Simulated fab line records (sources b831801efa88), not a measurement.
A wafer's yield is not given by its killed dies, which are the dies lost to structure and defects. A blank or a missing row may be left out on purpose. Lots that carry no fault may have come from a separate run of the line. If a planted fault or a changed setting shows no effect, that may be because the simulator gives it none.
Which tool is to blame?	flow sky130	7 lots with 21 wafers sampled at 2 steps, on a route of 708 steps

== WHAT EACH GAUGE READ, for each wafer ==
SKY_VT_ADJUST_HVTP_CD_MEAS_07: the cd target is 380 nm.
lot	measured	on	cd nm (nm)
L777	day 6 13:05	cd sem-01	380.5 381.6 382.5
L780	day 7 07:58	cd sem-02	379.6 378.5 380.6
L782	day 7 20:35	cd sem-02	378.2 378.3 377.5
L784	day 8 19:19	cd sem-01	379.7 380.7 380.4
L790	day 10 18:05	cd sem-02	383.0 382.5 383.8
L793	day 11 00:44	cd sem-02	385.6 382.1 385.5
L797	day 12 01:08	cd sem-02	379.5 383.4 382.1

== WHAT TOOL EACH LOT RAN ON (gives the tool, then ch and the chambers of the sampled wafers, and finally the start) ==
lot	SKY_NWELL_STRIP_25
L777	plasma asher-03 ch 0,1, day 5 19:25
L780	plasma asher-03 ch 0,1, day 6 12:37
L782	plasma asher-03 ch 0,1, day 7 00:42
L784	plasma asher-01 ch 0,1, day 7 22:31
L790	plasma asher-01 ch 0,1, day 9 19:52
L793	plasma asher-01 ch 0,1, day 10 01:38
L797	plasma asher-01 ch 0,1, day 11 01:11
- SKY_NWELL_STRIP_25: strips in O2/N2.

== THE ANSWER, worked out from the rows above alone ==
Rule: usual is defined by the lots themselves. The widest of any qualifying gaps counts: lots, ordered by their means at a reading, are off when they make up no more than a third of the lots, leave a main group of 4 or more, and stand apart from it by 3 or more times the standard deviation of that group's means. A main group whose means are all the same, to the digits that the tables above print for the reading, isn't used. Also off: a lot with no number at a reading for which 4 or more lots have one. The other lots that the step has rows for count as sound.
No lot is off on any of the readings shown, so nothing can be concluded from this.

== WHAT HAD BEEN PUT IN BY THE SIMULATOR ==
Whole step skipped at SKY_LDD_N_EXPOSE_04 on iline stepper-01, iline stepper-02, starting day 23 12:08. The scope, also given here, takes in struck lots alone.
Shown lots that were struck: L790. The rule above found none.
